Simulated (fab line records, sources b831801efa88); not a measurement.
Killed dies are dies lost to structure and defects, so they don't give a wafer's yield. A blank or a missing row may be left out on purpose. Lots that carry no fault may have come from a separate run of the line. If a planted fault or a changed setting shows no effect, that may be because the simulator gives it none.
Struck lot and sound lot, side by side :: flow gf180mcu :: 16 out of 602 route steps
Sound: these wafers, L332.2, L332.5, L332.6. Struck: wafer L329.4. (L329.2 of the same lot was not struck and is left out.) The cause comes at the end.
Order at every step that has rows: each side's tool, ch and its chambers, its first start. Under that, the readings that differ: sound wafers :: struck wafers :: difference of the means :: sigmas: that difference in standard deviations of wafers without a fault.
alike: readings with means less than 2 such deviations apart, plus words and numbers identical on both sides. not compared: withheld readings, readings lacking a value on some wafer, bounds such as >300 that could conceal the same value, and numbers that have no deviation in the record and whose values overlap.
The two part at a step that has a row with sigmas, a row that says differs or no value, or rows on one side only. Non-overlapping numbers with no deviation appear without sigmas and do not part them. Lack of a reading on every wafer of one side parts them only where that side has two or more wafers.

GF_M2_SPUTTER_04: material TiN, target thk 50 nm, time 41.7 s.
  struck on pvd sputter-03, day 24 11:58; sound on pvd sputter-03, day 25 10:30
  alike: throttle valve pct
GF_M2_RS_MEAS_05: the measuring method here is four-point-probe.
  struck on film metro-01, day 24 12:01; sound on film metro-02, day 25 10:34
  alike: M2_ALCU_RS
GF_M2_THK_MEAS_06: measures by xrf.
  struck on film metro-01, day 24 12:08; sound on film metro-02, day 25 10:40
  alike: M2_ALCU_THK
then, 7 steps without rows for these wafers: GF_M2_DEHYDRATE_07 (time 60 s); GF_M2_HMDS_08 (prime time 60 s); GF_M2_COAT_09 (resist thk 1000 nm); GF_M2_SOFTBAKE_10 (time 60 s); GF_M2_EXPOSE_11 (exposes mask Metal2, target cd 280 nm); GF_M2_PEB_12 (peb time 90 s); GF_M2_DEVELOP_13 (develop time 60 s).
GF_M2_CD_MEAS_14: target cd 280 nm.
  struck on cd sem-02, day 25 09:27; sound on cd sem-02, day 26 07:57
  alike: cd nm
GF_M2_OVL_MEAS_15:
  struck on overlay-01, day 25 09:34; sound on overlay-01, day 26 08:04
  alike: M2_OVL
GF_M2_METAL_ETCH_16: etches the open film in Cl2/BCl3, stops on SiO2, target depth 750.8 nm, time 125.1 s.
  sound on rie metal-04 ch 0,1, day 26 08:05; struck on rie metal-02 ch 1, day 25 09:35
reading: oes product au (a.u.)
sound: 0.987 0.991 0.988
struck: 0.900
difference: -0.089
sigmas: -13

reading: throttle valve pct (%)
sound: 28.241 28.236 28.232
struck: 28.322
difference: +0.086
sigmas: +9

reading: model.KrF_of_M2_COAT_09.thk nm (nm)
sound: 687.8 681.9 679.9
struck: 735.9
difference: +52.7
sigmas: 
  alike: drypump motor current A
  not compared: rf hours counter h
GF_M2_STRIP_17: strips in O2/N2.
  sound on plasma asher-02 ch 0,1, day 26 08:13; struck on plasma asher-02 ch 1, day 25 09:43
reading: oes product au (a.u.)
sound: 0.535 0.530 0.538
struck: 0.563
difference: +0.029
sigmas: +6

reading: strip time to endpoint s (s)
sound: 7.42 7.37 7.35
struck: 7.88
difference: +0.50
sigmas: +8
  alike: drypump motor current A, heater power w
  not compared: rf hours counter h
then, 1 step without rows for these wafers: GF_M2_STRIP_18 (strips in post etch residue remover, time 1200 s).
-- the record jumps here: 9 days lie between the struck wafers' starts before and after (it left off in module M2 and takes up again in module PASSIVATION, whose first step shown is number 602 of the route) --
GF_PASSIVATION_PROBE_99:
  struck on prober-01, day 34 11:04; sound on prober-02, day 34 20:16
reading: model.etest.met2 comb.leak log10 a um
sound: -12.2 -12 -12.14
struck: -11.73
difference: +0.38
sigmas: 

== WHERE THEY PART ==
First at GF_M2_METAL_ETCH_16; last, within this record, at GF_M2_STRIP_17.

WHY: the cause the simulator had injected
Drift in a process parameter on rie metal-02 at GF_M2_METAL_ETCH_16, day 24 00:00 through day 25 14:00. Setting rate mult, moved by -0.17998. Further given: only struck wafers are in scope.
